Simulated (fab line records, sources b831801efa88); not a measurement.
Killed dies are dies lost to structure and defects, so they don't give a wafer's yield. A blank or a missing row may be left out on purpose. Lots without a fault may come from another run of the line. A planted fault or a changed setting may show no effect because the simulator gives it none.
Chamber matching | flow gf180mcu | GF_STI_CMP_25 on cmp-02: 4 sister chambers
The step polishes, stops on Si3N4, t overpolish 33 s, target thk 524.6 nm. 16 wafers are shown with their chamber, then 8 later ones without.

WAFERS WITH THEIR CHAMBER
wafer  | chamber | motor_current_A (A) | time_to_endpoint_s (s) | overpolish_run_s (s)
L272.1 | 2       | 12.5                | 125                    | 33.004
L272.2 | 1       | 16.8                | 119                    | 32.999
L272.3 | 3       | 10.7                | 115                    | 33.004
L274.1 | 3       | 10.3                | 117                    | 33.000
L274.3 | 1       | 16.6                | 117                    | 32.992
L274.6 | 1       | 15.3                | 120                    | 33.007
L275.2 | 2       | 12.8                | 121                    | 32.984
L275.3 | 3       | 10.0                | 117                    | 32.986
L275.4 | 1       | 16.3                | 120                    | 32.993
L276.1 | 0       | 12.4                | 115                    | 32.987
L276.4 | 3       | 10.5                | 117                    | 32.997
L276.5 | 2       | 13.1                | 122                    | 33.008
L279.2 | 1       | 16.0                | 121                    | 32.997
L279.3 | 0       | 12.1                | 116                    | 33.003
L279.4 | 3       | 9.9                 | 120                    | 33.003
L280.1 | 3       | 10.5                | 119                    | 33.002

SIGNATURES (means of the wafers above)
reading            | chamber 0 | chamber 1 | chamber 2 | chamber 3 | scatter within a chamber
motor_current_A    | 12.250    | 16.200    | 12.800    | 10.317    | 0.418
time_to_endpoint_s | 115.50    | 119.40    | 122.67    | 117.50    | 1.68
overpolish_run_s   | 32.99500  | 32.99760  | 32.99867  | 32.99867  | 0.00829
Rule: a wafer's distance from a chamber is the root of the sum, over the readings, of the square of ((its reading less the chamber's mean) divided by the reading's scatter). The wafer belongs to the nearest chamber; if the next one is less than 2 further off, it can't be placed. The scatter: the root of (the sum of the squares of (reading less its chamber's mean) over the shown wafers, divided by (wafers less chambers)).

WAFERS WITHOUT THEIR CHAMBER
wafer  | motor_current_A (A) | time_to_endpoint_s (s) | overpolish_run_s (s)
L280.3 | 16.5                | 122                    | 32.988
L280.6 | 10.3                | 120                    | 32.998
L286.1 | 13.5                | 121                    | 32.985
L286.3 | 12.2                | 114                    | 33.021
L286.5 | 16.3                | 121                    | 32.999
L295.1 | 12.5                | 127                    | 33.002
L295.2 | 15.7                | 120                    | 32.986
L295.6 | 12.7                | 122                    | 32.998

WHICH CHAMBER EACH WENT THROUGH
wafer  | from the rows above | in truth
L280.3 | 1                   | 1
L280.6 | 3                   | 3
L286.1 | 2                   | 2
L286.3 | 0                   | 0
L286.5 | 1                   | 1
L295.1 | 2                   | 2
L295.2 | 1                   | 1
L295.6 | 2                   | 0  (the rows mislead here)
Placed correctly: 7 of 8. Can't be placed from these rows: 0. Placed wrongly: 1.
